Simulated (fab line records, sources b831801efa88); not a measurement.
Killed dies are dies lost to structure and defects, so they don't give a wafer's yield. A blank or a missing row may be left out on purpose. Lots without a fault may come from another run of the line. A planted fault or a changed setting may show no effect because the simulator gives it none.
A sampling plan put to the test | flow gf180mcu | one fab line, 54 faults that these records tell of, each judged on the records of the lots that it struck; 1 more is left out, because the records don't allow judging it
The plan is the line's own looks: the steps of the route at which a gauge or an inspection reads the wafer and doesn't change it. A look can be judged if struck wafers have a number there and the file gives its usual mean and standard deviation on fault-free wafers. Caught: at a look after the fault's first step, the mean of the struck wafers lies 4 or more of those standard deviations (sigma) from the usual mean. On the tool: the same test on the tool's own readings at the fault's steps. Another recipe on the struck wafers, or a record that is blank for them alone, also counts as caught.

THE FAULTS, as the simulator had put them in
1. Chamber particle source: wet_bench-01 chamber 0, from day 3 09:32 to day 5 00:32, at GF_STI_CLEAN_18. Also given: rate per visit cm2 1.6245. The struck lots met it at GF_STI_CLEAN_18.
2. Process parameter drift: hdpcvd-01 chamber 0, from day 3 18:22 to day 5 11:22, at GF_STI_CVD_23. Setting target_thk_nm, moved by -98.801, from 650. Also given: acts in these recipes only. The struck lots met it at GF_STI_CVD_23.
3. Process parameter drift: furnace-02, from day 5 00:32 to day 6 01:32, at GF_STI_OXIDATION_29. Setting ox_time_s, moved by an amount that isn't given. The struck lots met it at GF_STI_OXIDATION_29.
4. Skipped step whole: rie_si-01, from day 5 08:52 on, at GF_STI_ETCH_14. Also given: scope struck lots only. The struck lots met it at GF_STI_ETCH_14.
5. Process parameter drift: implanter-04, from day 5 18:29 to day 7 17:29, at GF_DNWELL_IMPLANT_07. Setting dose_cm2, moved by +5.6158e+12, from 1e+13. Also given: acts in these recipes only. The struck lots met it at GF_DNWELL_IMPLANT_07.
6. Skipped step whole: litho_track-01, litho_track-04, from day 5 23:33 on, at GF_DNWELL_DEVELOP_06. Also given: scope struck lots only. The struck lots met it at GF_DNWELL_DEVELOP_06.
7. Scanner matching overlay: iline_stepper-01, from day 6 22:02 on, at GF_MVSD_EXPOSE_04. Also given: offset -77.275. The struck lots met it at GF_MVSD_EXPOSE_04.
8. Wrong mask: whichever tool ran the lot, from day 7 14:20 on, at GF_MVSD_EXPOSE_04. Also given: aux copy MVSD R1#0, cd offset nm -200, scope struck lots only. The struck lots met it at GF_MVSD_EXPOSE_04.
9. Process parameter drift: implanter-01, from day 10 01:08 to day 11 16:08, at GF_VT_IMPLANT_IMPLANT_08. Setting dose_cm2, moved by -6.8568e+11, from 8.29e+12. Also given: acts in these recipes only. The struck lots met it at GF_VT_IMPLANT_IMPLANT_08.
10. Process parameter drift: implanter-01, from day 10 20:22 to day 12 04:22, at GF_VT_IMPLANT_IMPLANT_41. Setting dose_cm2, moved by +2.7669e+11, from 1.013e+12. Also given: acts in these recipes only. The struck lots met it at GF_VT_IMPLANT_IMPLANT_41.
11. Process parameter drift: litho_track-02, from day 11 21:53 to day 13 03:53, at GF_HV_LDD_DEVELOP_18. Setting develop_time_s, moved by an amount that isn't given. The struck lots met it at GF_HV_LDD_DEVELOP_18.
12. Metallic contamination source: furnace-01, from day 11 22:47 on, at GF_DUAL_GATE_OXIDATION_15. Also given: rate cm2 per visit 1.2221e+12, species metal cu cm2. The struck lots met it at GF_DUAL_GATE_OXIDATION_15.
13. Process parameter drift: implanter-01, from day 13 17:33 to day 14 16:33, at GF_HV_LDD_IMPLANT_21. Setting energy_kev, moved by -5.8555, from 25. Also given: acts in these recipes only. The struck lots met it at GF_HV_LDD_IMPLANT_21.
14. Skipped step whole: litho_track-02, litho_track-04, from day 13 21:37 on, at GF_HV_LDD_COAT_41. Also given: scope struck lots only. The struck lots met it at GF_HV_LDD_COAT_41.
15. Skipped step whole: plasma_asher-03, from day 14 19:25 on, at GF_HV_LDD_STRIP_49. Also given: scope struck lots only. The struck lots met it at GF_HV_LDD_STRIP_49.
16. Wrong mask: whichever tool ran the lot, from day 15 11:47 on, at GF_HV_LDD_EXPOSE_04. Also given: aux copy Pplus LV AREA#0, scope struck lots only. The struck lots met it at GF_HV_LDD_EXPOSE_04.
17. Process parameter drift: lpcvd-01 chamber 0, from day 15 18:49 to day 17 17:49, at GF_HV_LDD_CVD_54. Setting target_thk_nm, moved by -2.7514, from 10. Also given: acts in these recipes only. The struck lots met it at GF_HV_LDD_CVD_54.
18. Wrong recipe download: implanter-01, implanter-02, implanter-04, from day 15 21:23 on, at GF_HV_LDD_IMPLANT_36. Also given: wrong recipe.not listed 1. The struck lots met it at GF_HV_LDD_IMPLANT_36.
19. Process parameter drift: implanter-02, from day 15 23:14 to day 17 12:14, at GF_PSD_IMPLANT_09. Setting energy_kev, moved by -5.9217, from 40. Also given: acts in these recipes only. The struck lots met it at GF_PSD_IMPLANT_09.
20. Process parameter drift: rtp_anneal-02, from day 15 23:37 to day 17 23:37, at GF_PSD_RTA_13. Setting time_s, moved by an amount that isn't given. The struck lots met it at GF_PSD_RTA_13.
21. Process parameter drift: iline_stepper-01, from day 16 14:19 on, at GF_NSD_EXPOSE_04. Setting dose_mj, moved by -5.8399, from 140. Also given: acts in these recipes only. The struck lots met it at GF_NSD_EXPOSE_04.
22. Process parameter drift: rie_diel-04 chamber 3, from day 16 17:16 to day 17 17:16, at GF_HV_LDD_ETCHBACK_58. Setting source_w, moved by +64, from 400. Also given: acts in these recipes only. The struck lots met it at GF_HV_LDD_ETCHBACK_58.
23. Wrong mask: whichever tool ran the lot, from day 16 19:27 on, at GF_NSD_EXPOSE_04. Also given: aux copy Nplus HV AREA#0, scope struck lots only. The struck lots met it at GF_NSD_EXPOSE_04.
24. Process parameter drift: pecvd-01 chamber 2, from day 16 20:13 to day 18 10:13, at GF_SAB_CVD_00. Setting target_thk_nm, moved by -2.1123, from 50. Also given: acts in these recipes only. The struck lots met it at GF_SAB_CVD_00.
25. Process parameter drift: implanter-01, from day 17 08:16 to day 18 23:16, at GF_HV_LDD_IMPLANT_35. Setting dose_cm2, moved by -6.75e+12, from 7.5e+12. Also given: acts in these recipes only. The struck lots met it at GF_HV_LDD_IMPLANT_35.
26. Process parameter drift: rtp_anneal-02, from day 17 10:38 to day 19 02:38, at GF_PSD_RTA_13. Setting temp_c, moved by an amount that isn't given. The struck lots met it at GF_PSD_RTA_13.
27. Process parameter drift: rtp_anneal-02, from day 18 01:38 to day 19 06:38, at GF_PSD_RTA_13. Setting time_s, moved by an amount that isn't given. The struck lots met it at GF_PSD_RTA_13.
28. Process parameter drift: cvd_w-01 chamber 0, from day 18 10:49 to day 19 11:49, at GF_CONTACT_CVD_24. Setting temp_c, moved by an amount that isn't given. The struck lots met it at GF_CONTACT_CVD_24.
29. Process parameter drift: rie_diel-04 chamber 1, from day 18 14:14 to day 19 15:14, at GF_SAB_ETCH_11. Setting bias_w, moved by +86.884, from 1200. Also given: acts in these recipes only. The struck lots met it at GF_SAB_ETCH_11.
30. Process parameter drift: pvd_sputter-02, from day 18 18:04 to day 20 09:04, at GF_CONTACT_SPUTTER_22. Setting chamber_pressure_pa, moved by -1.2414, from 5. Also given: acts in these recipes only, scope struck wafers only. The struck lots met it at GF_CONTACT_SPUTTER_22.
31. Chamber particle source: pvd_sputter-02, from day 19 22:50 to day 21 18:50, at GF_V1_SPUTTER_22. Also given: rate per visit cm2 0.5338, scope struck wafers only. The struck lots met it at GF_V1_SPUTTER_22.
32. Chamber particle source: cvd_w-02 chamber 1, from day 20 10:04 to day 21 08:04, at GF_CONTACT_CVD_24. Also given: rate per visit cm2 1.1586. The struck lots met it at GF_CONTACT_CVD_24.
33. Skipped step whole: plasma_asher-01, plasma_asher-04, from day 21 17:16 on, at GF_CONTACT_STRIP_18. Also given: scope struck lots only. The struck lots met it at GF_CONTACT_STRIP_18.
34. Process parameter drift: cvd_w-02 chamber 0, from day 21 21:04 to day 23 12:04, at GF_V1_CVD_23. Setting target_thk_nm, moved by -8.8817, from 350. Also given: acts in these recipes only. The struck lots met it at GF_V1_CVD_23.
35. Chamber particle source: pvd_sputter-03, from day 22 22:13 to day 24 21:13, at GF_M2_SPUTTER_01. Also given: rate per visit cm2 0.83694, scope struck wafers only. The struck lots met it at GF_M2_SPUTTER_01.
36. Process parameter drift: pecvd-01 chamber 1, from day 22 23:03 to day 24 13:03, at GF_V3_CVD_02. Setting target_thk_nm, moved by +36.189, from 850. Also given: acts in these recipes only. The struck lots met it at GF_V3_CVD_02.
37. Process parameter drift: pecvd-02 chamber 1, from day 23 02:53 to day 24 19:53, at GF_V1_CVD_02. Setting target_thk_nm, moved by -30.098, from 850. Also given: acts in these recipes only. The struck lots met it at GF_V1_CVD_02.
38. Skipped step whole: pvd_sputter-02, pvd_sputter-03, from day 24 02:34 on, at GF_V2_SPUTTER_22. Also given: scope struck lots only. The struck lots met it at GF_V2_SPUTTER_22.
39. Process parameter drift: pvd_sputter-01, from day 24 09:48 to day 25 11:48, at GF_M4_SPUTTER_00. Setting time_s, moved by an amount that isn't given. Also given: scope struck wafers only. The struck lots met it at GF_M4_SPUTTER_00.
40. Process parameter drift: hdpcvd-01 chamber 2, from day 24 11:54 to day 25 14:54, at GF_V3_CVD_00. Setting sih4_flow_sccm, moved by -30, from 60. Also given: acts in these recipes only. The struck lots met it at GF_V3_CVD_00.
41. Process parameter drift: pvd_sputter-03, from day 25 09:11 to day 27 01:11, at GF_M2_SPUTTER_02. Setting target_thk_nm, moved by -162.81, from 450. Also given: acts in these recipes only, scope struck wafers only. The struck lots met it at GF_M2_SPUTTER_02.
42. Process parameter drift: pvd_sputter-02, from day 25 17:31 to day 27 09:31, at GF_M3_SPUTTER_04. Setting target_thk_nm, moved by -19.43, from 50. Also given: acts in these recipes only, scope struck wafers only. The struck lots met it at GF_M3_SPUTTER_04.
43. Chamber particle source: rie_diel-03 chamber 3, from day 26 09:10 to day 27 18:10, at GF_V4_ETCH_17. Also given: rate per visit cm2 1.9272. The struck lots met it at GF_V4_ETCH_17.
44. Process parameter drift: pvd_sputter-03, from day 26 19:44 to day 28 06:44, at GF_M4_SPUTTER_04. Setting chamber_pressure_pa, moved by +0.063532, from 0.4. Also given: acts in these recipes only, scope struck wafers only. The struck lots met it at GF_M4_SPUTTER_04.
45. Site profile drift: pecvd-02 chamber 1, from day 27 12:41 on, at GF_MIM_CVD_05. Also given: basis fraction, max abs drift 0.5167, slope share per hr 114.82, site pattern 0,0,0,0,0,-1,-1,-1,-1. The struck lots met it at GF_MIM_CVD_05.
46. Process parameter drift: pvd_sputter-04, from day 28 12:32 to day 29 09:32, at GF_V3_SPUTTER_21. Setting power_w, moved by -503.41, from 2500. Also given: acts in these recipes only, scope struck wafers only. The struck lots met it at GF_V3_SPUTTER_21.
47. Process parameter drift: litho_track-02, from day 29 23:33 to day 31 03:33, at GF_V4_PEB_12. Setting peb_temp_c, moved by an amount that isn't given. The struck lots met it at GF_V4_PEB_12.
48. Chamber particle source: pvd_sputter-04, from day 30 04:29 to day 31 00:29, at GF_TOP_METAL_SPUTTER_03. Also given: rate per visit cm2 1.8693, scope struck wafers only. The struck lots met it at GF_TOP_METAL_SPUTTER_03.
49. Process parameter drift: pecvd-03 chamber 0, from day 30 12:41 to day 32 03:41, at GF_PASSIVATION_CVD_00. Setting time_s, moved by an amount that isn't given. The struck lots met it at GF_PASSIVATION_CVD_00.
50. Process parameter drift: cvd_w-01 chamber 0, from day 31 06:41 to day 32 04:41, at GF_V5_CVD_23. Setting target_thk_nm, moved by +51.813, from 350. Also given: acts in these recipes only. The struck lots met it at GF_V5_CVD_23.
51. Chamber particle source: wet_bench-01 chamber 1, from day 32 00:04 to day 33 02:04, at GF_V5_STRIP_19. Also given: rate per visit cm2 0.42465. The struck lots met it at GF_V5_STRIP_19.
52. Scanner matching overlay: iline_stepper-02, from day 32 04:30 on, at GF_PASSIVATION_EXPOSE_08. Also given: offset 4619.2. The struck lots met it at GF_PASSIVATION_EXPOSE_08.
53. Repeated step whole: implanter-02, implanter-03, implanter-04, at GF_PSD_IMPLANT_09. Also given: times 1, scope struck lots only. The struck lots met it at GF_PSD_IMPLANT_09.
54. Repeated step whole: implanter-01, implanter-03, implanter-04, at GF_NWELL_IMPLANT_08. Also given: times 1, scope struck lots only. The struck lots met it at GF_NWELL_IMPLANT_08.

WHAT THE PLAN SAW
fault | on the tool itself                               | first look that catches it                      | reading, sigma                                             | median hours from its first step to that look | hours from the fault's start to the first struck lot there | judged looks passed uncaught
1     | no reading that can be judged                    | not the one look that can be judged after it    | -                                                          | -                                             | -                                                          | 1
2     | no reading that can be judged                    | GF_STI_THK_MEAS_24                              | STI_CVD_23_THK -14                                         | 0.1                                           | 3                                                          | 0
3     | under 2 sigma                                    | GF_STI_THK_MEAS_30                              | STI_OXIDATION_02_THK +31                                   | 1.4                                           | 6                                                          | 0
4     | the tool's record is blank for the struck wafers | no look after it can be judged                  | -                                                          | -                                             | -                                                          | 0
5     | dose_ions_cm2 +99 or beyond sigma                | GF_DNWELL_TW_MEAS_09                            | DNWELL_TW +19                                              | 0.2                                           | 8                                                          | 0
6     | the tool's record is blank for the struck wafers | GF_DNWELL_TW_MEAS_09                            | DNWELL_TW -99 or beyond                                    | 0.6                                           | 3                                                          | 0
7     | no reading that can be judged                    | GF_MVSD_OVL_MEAS_07                             | MVSD_OVL -59                                               | 7.5                                           | 11                                                         | 0
8     | under 2 sigma                                    | none of the 2 looks that can be judged after it | -                                                          | -                                             | -                                                          | 2
9     | dose_ions_cm2 -72 sigma                          | not the one look that can be judged after it    | strongest: VT_IMPLANT_TW at GF_VT_IMPLANT_TW_MEAS_10, -3.6 | -                                             | -                                                          | 1
10    | dose_ions_cm2 +99 or beyond sigma                | GF_VT_IMPLANT_TW_MEAS_43                        | VT_IMPLANT_4_TW +14                                        | 0.2                                           | 7                                                          | 0
11    | under 2 sigma                                    | GF_HV_LDD_CD_MEAS_19                            | cd_nm -16                                                  | 0.2                                           | 2                                                          | 0
12    | under 2 sigma                                    | none of the 7 looks that can be judged after it | -                                                          | -                                             | -                                                          | 7
13    | beam_energy_keV -99 or beyond sigma              | GF_HV_LDD_TW_MEAS_23                            | HV_LDD_2_TW -13                                            | 0.2                                           | 10                                                         | 0
14    | the tool's record is blank for the struck wafers | no look after it can be judged                  | -                                                          | -                                             | -                                                          | 0
15    | the tool's record is blank for the struck wafers | no look after it can be judged                  | -                                                          | -                                             | -                                                          | 0
16    | no reading that can be judged                    | GF_HV_LDD_TW_MEAS_11                            | HV_LDD_TW -99 or beyond                                    | 11.3                                          | 14                                                         | 0
17    | under 2 sigma                                    | GF_HV_LDD_THK_MEAS_55                           | HV_LDD_CVD_54_THK -21                                      | 1.0                                           | 6                                                          | 0
18    | under 2 sigma                                    | GF_HV_LDD_TW_MEAS_38                            | HV_LDD_3_TW +23                                            | 0.2                                           | 4                                                          | 0
19    | beam_energy_keV -99 or beyond sigma              | GF_PSD_TW_MEAS_11                               | PSD_TW -7.0                                                | 0.2                                           | 5                                                          | 0
20    | run_length_s +87 sigma                           | GF_PSD_RS_MEAS_14                               | NSD_RS -62                                                 | 0.1                                           | 5                                                          | 0
21    | exposure_dose_mJ_cm2 -7.9 sigma                  | GF_NSD_CD_MEAS_07                               | cd_nm -4.4                                                 | 11.3                                          | 22                                                         | 0
22    | rf_fwd_power_W +45 sigma                         | none of the 6 looks that can be judged after it | -                                                          | -                                             | -                                                          | 6
23    | no reading that can be judged                    | GF_NSD_TW_MEAS_12                               | NSD_TW -99 or beyond                                       | 12.2                                          | 18                                                         | 0
24    | under 2 sigma                                    | none of the 2 looks that can be judged after it | strongest: SAB_CVD_00_THK at GF_SAB_THK_MEAS_01, -2.9      | -                                             | -                                                          | 2
25    | dose_ions_cm2 -99 or beyond sigma                | GF_HV_LDD_TW_MEAS_38                            | HV_LDD_3_TW -15                                            | 0.4                                           | 10                                                         | 0
26    | wafer_temp_C_max +10 sigma                       | GF_PSD_RS_MEAS_14                               | NSD_RS -15                                                 | 0.1                                           | 4                                                          | 0
27    | run_length_s +35 sigma                           | GF_PSD_RS_MEAS_14                               | NSD_RS -31                                                 | 0.1                                           | 11                                                         | 0
28    | susceptor_temp_C -99 or beyond sigma             | GF_CONTACT_RS_MEAS_25                           | CONTACT_W_RS +77                                           | 0.1                                           | 3                                                          | 0
29    | bias_w +22 sigma                                 | no look after it can be judged                  | -                                                          | -                                             | -                                                          | 0
30    | chamber_pressure_pa -99 or beyond sigma          | no look after it can be judged                  | -                                                          | -                                             | -                                                          | 0
31    | under 2 sigma                                    | none of the 8 looks that can be judged after it | strongest: V1_W_RS at GF_V1_RS_MEAS_24, +2.5               | -                                             | -                                                          | 8
32    | under 2 sigma                                    | no look after it can be judged                  | -                                                          | -                                             | -                                                          | 0
33    | the tool's record is blank for the struck wafers | no look after it can be judged                  | -                                                          | -                                             | -                                                          | 0
34    | under 2 sigma                                    | none of the 4 looks that can be judged after it | strongest: V1_W_RS at GF_V1_RS_MEAS_24, +2.8               | -                                             | -                                                          | 4
35    | under 2 sigma                                    | not the one look that can be judged after it    | -                                                          | -                                             | -                                                          | 1
36    | under 2 sigma                                    | not the one look that can be judged after it    | strongest: V3_CVD_02_THK at GF_V3_THK_MEAS_03, +2.1        | -                                             | -                                                          | 1
37    | under 2 sigma                                    | not the one look that can be judged after it    | strongest: V1_CVD_02_THK at GF_V1_THK_MEAS_03, -2.6        | -                                             | -                                                          | 1
38    | the tool's record is blank for the struck wafers | no look after it can be judged                  | -                                                          | -                                             | -                                                          | 0
39    | under 2 sigma                                    | no look after it can be judged                  | -                                                          | -                                             | -                                                          | 0
40    | sih4_flow_sccm -99 or beyond sigma               | GF_V3_THK_MEAS_01                               | V3_CVD_00_THK -56                                          | 0.1                                           | 2                                                          | 0
41    | under 2 sigma                                    | GF_M2_RS_MEAS_05                                | M2_ALCU_RS +42                                             | 0.1                                           | 3                                                          | 0
42    | under 2 sigma                                    | none of the 7 looks that can be judged after it | strongest: M3_ALCU_THK at GF_M3_THK_MEAS_06, +2.3          | -                                             | -                                                          | 7
43    | under 2 sigma                                    | no look after it can be judged                  | -                                                          | -                                             | -                                                          | 0
44    | chamber_pressure_pa +83 sigma                    | none of the 7 looks that can be judged after it | -                                                          | -                                             | -                                                          | 7
45    | under 2 sigma                                    | GF_MIM_THK_MEAS_06                              | MIM_CVD_05_THK -16                                         | 0.1                                           | 5                                                          | 0
46    | cathode_dc_power_W -99 or beyond sigma           | no look after it can be judged                  | -                                                          | -                                             | -                                                          | 0
47    | heater_power_total_W -81 sigma                   | GF_V4_CD_MEAS_14                                | cd_nm -28                                                  | 0.3                                           | 8                                                          | 0
48    | under 2 sigma                                    | no look after it can be judged                  | -                                                          | -                                             | -                                                          | 0
49    | run_length_s +99 or beyond sigma                 | GF_PASSIVATION_THK_MEAS_01                      | PASSIVATION_CVD_00_THK +55                                 | 0.1                                           | 22                                                         | 0
50    | under 2 sigma                                    | GF_V5_RS_MEAS_24                                | V5_W_RS -11                                                | 0.1                                           | 3                                                          | 0
51    | no reading that can be judged                    | not the one look that can be judged after it    | -                                                          | -                                             | -                                                          | 1
52    | no reading that can be judged                    | no look after it can be judged                  | -                                                          | -                                             | -                                                          | 0
53    | under 2 sigma                                    | GF_PSD_TW_MEAS_11                               | PSD_TW +20                                                 | 0.5                                           | -                                                          | 0
54    | under 2 sigma                                    | GF_NWELL_TW_MEAS_11                             | NWELL_TW +49                                               | 0.7                                           | -                                                          | 0
A dash: the fault isn't caught, or these records don't give the number.

Caught at a look: 27 of 54. Caught on the tool: 25 of 54. By one or the other: 38 of 54.
Caught on the tool alone: faults 4, 9, 14, 15, 22, 29, 30, 33, 38, 44, 46.
Caught at a look alone: faults 2, 3, 7, 11, 16, 17, 18, 23, 41, 45, 50, 53, 54.
Caught by neither: faults 1, 8, 12, 24, 31, 32, 34, 35, 36, 37, 39, 42, 43, 48, 51, 52.

THINNER SAMPLING
If the look that catches a fault measured only every second or every third lot, by lot number, the first struck lot would be measured this late in the worst case:
fault | struck lots at that look, in order of time | every lot | every second lot | every third lot
2     | L207, L209                                 | 3 h       | may miss all 2   | may miss all 2
3     | L816, L818, L819                           | 6 h       | 21 h             | may miss all 3
5     | L751, L756                                 | 8 h       | 34 h             | may miss all 2
6     | L396, L397, L398                           | 3 h       | 8 h              | 12 h
7     | L948, L949                                 | 11 h      | 14 h             | may miss all 2
10    | L739, L743                                 | 7 h       | may miss all 2   | may miss all 2
11    | L932, L933, L935                           | 2 h       | 6 h              | may miss all 3
13    | L593, L594                                 | 10 h      | 20 h             | may miss all 2
16    | L895                                       | 14 h      | may miss it      | may miss it
17    | L542, L544                                 | 6 h       | may miss all 2   | may miss all 2
18    | L624, L625                                 | 4 h       | 9 h              | may miss all 2
19    | L692, L695                                 | 5 h       | 31 h             | may miss all 2
20    | L363, L366, L367                           | 5 h       | 31 h             | may miss all 3
21    | L224, L227                                 | 22 h      | 41 h             | may miss all 2
23    | L538                                       | 18 h      | may miss it      | may miss it
25    | L177, L179                                 | 10 h      | may miss all 2   | may miss all 2
26    | L861, L863                                 | 4 h       | may miss all 2   | may miss all 2
27    | L565, L567                                 | 11 h      | may miss all 2   | may miss all 2
28    | L904, L906                                 | 3 h       | may miss all 2   | may miss all 2
40    | L814                                       | 2 h       | may miss it      | may miss it
41    | L706                                       | 3 h       | may miss it      | may miss it
45    | L234, L237                                 | 5 h       | 29 h             | may miss all 2
47    | L466, L467                                 | 8 h       | 14 h             | may miss all 2
49    | L926, L928                                 | 22 h      | may miss all 2   | may miss all 2
50    | L715, L716                                 | 3 h       | 6 h              | may miss all 2
Hours are from the fault's start to the first struck lot that is measured. The limit of 4 sigma was tested on all struck wafers together, so one lot alone may lie under it. Other struck lots may not be in these records.

THE LONGEST TIMED WAY FROM STEP TO LOOK
Fault 23: a median of 12.2 hours passes between GF_NSD_EXPOSE_04 and GF_NSD_TW_MEAS_12. No look between them can be judged.
